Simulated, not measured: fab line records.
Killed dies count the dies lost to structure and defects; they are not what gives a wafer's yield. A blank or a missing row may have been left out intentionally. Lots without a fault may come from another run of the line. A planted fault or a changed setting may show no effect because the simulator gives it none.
Which tool did it? | flow gf180mcu | Sampling: 11 lots, 33 wafers, 5 of 602 route steps

== WHAT THE GAUGES READ, wafer by wafer ==
GF_CONTACT_CD_MEAS_14: the cd target is 220 nm. Usual: cd-nm 220.2 nm, standard deviation 1.5.
lot  | measured     | on        | cd-nm (nm)        | flag
L690 | day 16 16:11 | cd-sem-02 | 221.0 221.3 220.8 |
L695 | day 18 11:53 | cd-sem-02 | 219.6 221.0 220.8 |
L696 | day 18 20:55 | cd-sem-02 | 217.9 218.2 217.7 |
L698 | day 19 16:51 | cd-sem-01 | 218.7 219.3 219.8 |
L699 | day 20 03:58 | cd-sem-01 | 219.9 221.1 222.1 |
L700 | day 20 07:35 | cd-sem-01 | 220.3 220.5 221.4 |
L701 | day 20 19:05 | cd-sem-02 | 222.0 220.9 222.0 |
L702 | day 21 01:16 | cd-sem-01 | 217.3 218.8 219.2 |
L703 | day 21 07:56 | cd-sem-01 | 219.6 219.3 219.5 |
L704 | day 21 18:35 | cd-sem-01 | 221.4 221.5 222.0 |
L712 | day 24 16:17 | cd-sem-01 | 220.1 220.1 219.6 |

GF_M1_CD_MEAS_14: the cd target is 230 nm. Usual: cd-nm 230.2 nm, standard deviation 1.1.
lot  | measured     | on        | cd-nm (nm)        | flag
L690 | day 17 16:35 | cd-sem-01 | 229.7 230.3 229.3 |
L695 | day 19 13:47 | cd-sem-01 | 231.5 230.9 231.0 |
L696 | day 19 23:19 | cd-sem-01 | 229.8 229.7 229.2 |
L698 | day 20 18:17 | cd-sem-01 | 230.5 231.0 230.7 |
L699 | day 21 06:08 | cd-sem-01 | 230.2 230.8 229.6 |
L700 | day 21 09:26 | cd-sem-01 | 231.8 230.9 231.1 |
L701 | day 21 20:49 | cd-sem-01 | 231.7 232.4 231.9 |
L702 | day 22 02:17 | cd-sem-01 | 233.8 229.3 229.7 |
L703 | day 22 09:02 | cd-sem-01 | 229.2 230.6 231.5 |
L704 | day 22 19:33 | cd-sem-01 | 229.7 236.0 229.5 |
L712 | day 25 15:46 | cd-sem-01 | 230.0 230.3 229.6 |

== WHICH TOOL RAN EACH LOT (tool, then ch and the chambers of the sampled wafers, then the start) ==
lot  | GF_SAB_STRIP_13                      | GF_CONTACT_CVD_02               | GF_M1_COAT_09
L690 | plasma-asher-03 ch 0,1, day 15 16:15 | pecvd-02 ch 1,2, day 15 17:07   | litho-track-04 ch 0, day 17 04:55
L695 | plasma-asher-02 ch 1, day 17 11:25   | pecvd-04 ch 1,2, day 17 12:14   | litho-track-04 ch 0, day 19 01:19
L696 | plasma-asher-01 ch 0, day 17 19:09   | pecvd-02 ch 0,1,2, day 17 19:59 | litho-track-04 ch 0, day 19 10:14
L698 | plasma-asher-02 ch 0,1, day 18 14:44 | pecvd-03 ch 0,1,2, day 18 15:31 | litho-track-04 ch 0, day 20 05:26
L699 | plasma-asher-01 ch 0,1, day 19 01:20 | pecvd-04 ch 0,1,2, day 19 02:08 | litho-track-03 ch 0, day 20 18:01
L700 | plasma-asher-03 ch 0,1, day 19 05:49 | pecvd-04 ch 1,2, day 19 06:39   | litho-track-04 ch 0, day 20 21:31
L701 | plasma-asher-02 ch 0,1, day 19 17:38 | pecvd-04 ch 0,1,2, day 19 18:28 | litho-track-04 ch 0, day 21 08:08
L702 | plasma-asher-02 ch 0,1, day 19 23:41 | pecvd-03 ch 0,2, day 20 00:31   | litho-track-04 ch 0, day 21 13:38
L703 | plasma-asher-01 ch 0,1, day 20 06:11 | pecvd-03 ch 1,2, day 20 07:02   | litho-track-03 ch 0, day 21 21:44
L704 | plasma-asher-02 ch 0,1, day 20 17:38 | pecvd-03 ch 1,2, day 20 18:27   | litho-track-04 ch 0, day 22 07:22
L712 | plasma-asher-02 ch 0,1, day 23 16:32 | pecvd-02 ch 0,1, day 23 17:22   | litho-track-03 ch 0, day 25 04:52
- GF_SAB_STRIP_13: strips in O2/N2.
- GF_CONTACT_CVD_02: deposits SiO2 from TEOS, target thk 860 nm, time 95.992 s.
- GF_M1_COAT_09: resist thk 1000 nm.

== WHAT THE TOOLS THEMSELVES READ (means of the sampled wafers that have a number; where no wafer has one, the mark that the record gives instead) ==
GF_SAB_STRIP_13. Usual: drypump-motor-current-A 5.7 A, standard deviation 0.42; heater-power-w 328 W, standard deviation 22; oes-product-au 0.710 a.u., standard deviation 0.0046; platen-temp-c 249.96 C, standard deviation 0.19; strip-time-to-endpoint-s 12.61 s, standard deviation 0.034.
lot  | tool            | drypump-motor-current-A (A) | heater-power-w (W) | oes-product-au (a.u.) | platen-temp-c (C) | strip-time-to-endpoint-s (s) | flag
L690 | plasma-asher-03 | 5.4                         | 328                | 0.711                 | 250.04            | 12.61                        |
L695 | plasma-asher-02 | 5.7                         | 300                | 0.712                 | 249.78            | 12.62                        |
L696 | plasma-asher-01 | 5.3                         | 346                | 0.712                 | 250.02            | 12.64                        |
L698 | plasma-asher-02 | 6.0                         | 315                | 0.711                 | 249.89            | 12.65                        |
L699 | plasma-asher-01 | 6.0                         | 345                | 0.710                 | 250.02            | 12.61                        |
L700 | plasma-asher-03 | 5.4                         | 333                | 0.709                 | 249.98            | 12.70                        |
L701 | plasma-asher-02 | 6.1                         | 312                | 0.711                 | 249.82            | 12.57                        |
L702 | plasma-asher-02 | 5.9                         | 304                | 0.711                 | 249.69            | 12.63                        |
L703 | plasma-asher-01 | 6.0                         | 350                | 0.710                 | 250.07            | 12.59                        |
L704 | plasma-asher-02 | 6.1                         | 311                | 0.707                 | 249.81            | 12.59                        |
L712 | plasma-asher-02 | 6.1                         | 311                | 0.709                 | 249.86            | 12.64                        |

GF_CONTACT_CVD_02. Usual: heater-power-w 671 W, standard deviation 110; rf-fwd-power-W 596.5 W, standard deviation 2.
lot  | tool     | heater-power-w (W) | rf-fwd-power-W (W) | flag
L690 | pecvd-02 | 836                | 597.6              |
L695 | pecvd-04 | 581                | 597.1              |
L696 | pecvd-02 | 767                | 597.4              |
L698 | pecvd-03 | 617                | 597.0              |
L699 | pecvd-04 | 576                | 598.6              |
L700 | pecvd-04 | 526                | 596.3              |
L701 | pecvd-04 | 630                | 596.7              |
L702 | pecvd-03 | 616                | 596.6              |
L703 | pecvd-03 | 675                | 597.6              |
L704 | pecvd-03 | 635                | 597.1              |
L712 | pecvd-02 | 810                | 593.9              |

GF_M1_COAT_09. Usual: exhaust-pa 45.2 Pa, standard deviation 0.95.
lot  | tool           | exhaust-pa (Pa) | flag
L690 | litho-track-04 | 44.4            |
L695 | litho-track-04 | 45.1            |
L696 | litho-track-04 | 45.1            |
L698 | litho-track-04 | 45.3            |
L699 | litho-track-03 | 45.9            |
L700 | litho-track-04 | 44.9            |
L701 | litho-track-04 | 45.4            |
L702 | litho-track-04 | 45.7            |
L703 | litho-track-03 | 44.6            |
L704 | litho-track-04 | 45.9            |
L712 | litho-track-03 | 45.5            |

== THE ANSWER, worked out from the rows above alone ==
Rule: a lot is off if the mean of its wafers that have a number lies more than 3 standard deviations from the usual mean. Also off: a lot with no number at a reading for which 4 or more lots have one. The other lots that the step has rows for count as sound. The gauges are gone through in route order, then the tools' own readings, and for those a lot's mean is taken as printed above. The first step at which some lot is off is used, and at that step the reading that is off furthest; a lot without a number counts as furthest.
Nothing can be told from this: no lot is off at any reading shown.

== WHAT THE SIMULATOR HAD PUT IN ==
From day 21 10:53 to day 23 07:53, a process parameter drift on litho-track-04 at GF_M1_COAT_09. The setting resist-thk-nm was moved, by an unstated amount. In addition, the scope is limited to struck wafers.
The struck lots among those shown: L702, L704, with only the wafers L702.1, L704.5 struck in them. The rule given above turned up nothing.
